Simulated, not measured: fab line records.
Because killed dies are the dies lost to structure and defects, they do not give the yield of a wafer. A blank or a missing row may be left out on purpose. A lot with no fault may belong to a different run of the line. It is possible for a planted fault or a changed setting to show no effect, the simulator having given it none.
A single fault, viewed from 2 desks / flow gf180mcu / only its own numbers are on each desk; what lay behind them is given at the end

THE METROLOGY DESK
Means of the sampled wafers that have a number, per lot and without regard to the tool the lot ran on: this is what the gauges read. The brackets show how far a lot's mean lies from the usual mean; more than 4 standard deviations puts the lot out of limits, marked OUT.
Columns: A = PASSIVATION_CVD_00_THK at GF_PASSIVATION_THK_MEAS_01, usual 1005 nm; B = PASSIVATION_CVD_02_THK at GF_PASSIVATION_THK_MEAS_03, usual 700 nm; C = PASSIVATION_BOW at GF_PASSIVATION_BOW_MEAS_14, usual 136 um
lot=L281; first seen here=day 30 14:25; A=1008; B=690; C=133
lot=L282; first seen here=day 31 01:43; A=1016; B=694; C=141
lot=L283; first seen here=day 31 05:14; A=1003; B=705; C=133
lot=L288; first seen here=day 32 10:51; A=1002; B=696; C=121
lot=L293; first seen here=day 33 17:50; A=991; B=694; C=136
lot=L294; first seen here=day 33 22:32; A=1016; B=710; C=142
lot=L295; first seen here=day 34 03:46; A=1008; B=705; C=137
This desk's finding: nothing out of limits on any of the 7 lots.

FOR THE TOOL OWNER'S DESK: rie_diel-03
The tool's own readings at GF_PASSIVATION_ETCH_11 (etches the open film in CF4/O2, stops on TiN, target depth 1800 nm, time 400 s): means of the sampled wafers that have a number, for each lot that ran on this tool. The brackets show how far a lot's mean lies from the usual mean; more than 4 standard deviations puts the lot out of limits, marked OUT.
Columns: A = drypump_motor_current_A at GF_PASSIVATION_ETCH_11, usual 5.6 A; B = oes_product_au at GF_PASSIVATION_ETCH_11, usual 0.964 a.u.; C = throttle_valve_pct at GF_PASSIVATION_ETCH_11, usual 5.959 %
lot=L281; first seen here=day 31 08:34; A=5.8; B=0.961; C=5.951
lot=L282; first seen here=day 31 19:18; A=6.0; B=0.962; C=5.956
lot=L283; first seen here=day 31 22:34; A=5.5; B=0.966; C=5.957
lot=L295; first seen here=day 34 19:10; A=5.5; B=0.972; C=5.954
This desk's finding: nothing out of limits on any of the 4 lots.

TAKEN TOGETHER
Metrology desk: nothing out of limits seen.
The tool owner's desk saw nothing out of limits.

WHAT WAS PUT IN BY THE SIMULATOR
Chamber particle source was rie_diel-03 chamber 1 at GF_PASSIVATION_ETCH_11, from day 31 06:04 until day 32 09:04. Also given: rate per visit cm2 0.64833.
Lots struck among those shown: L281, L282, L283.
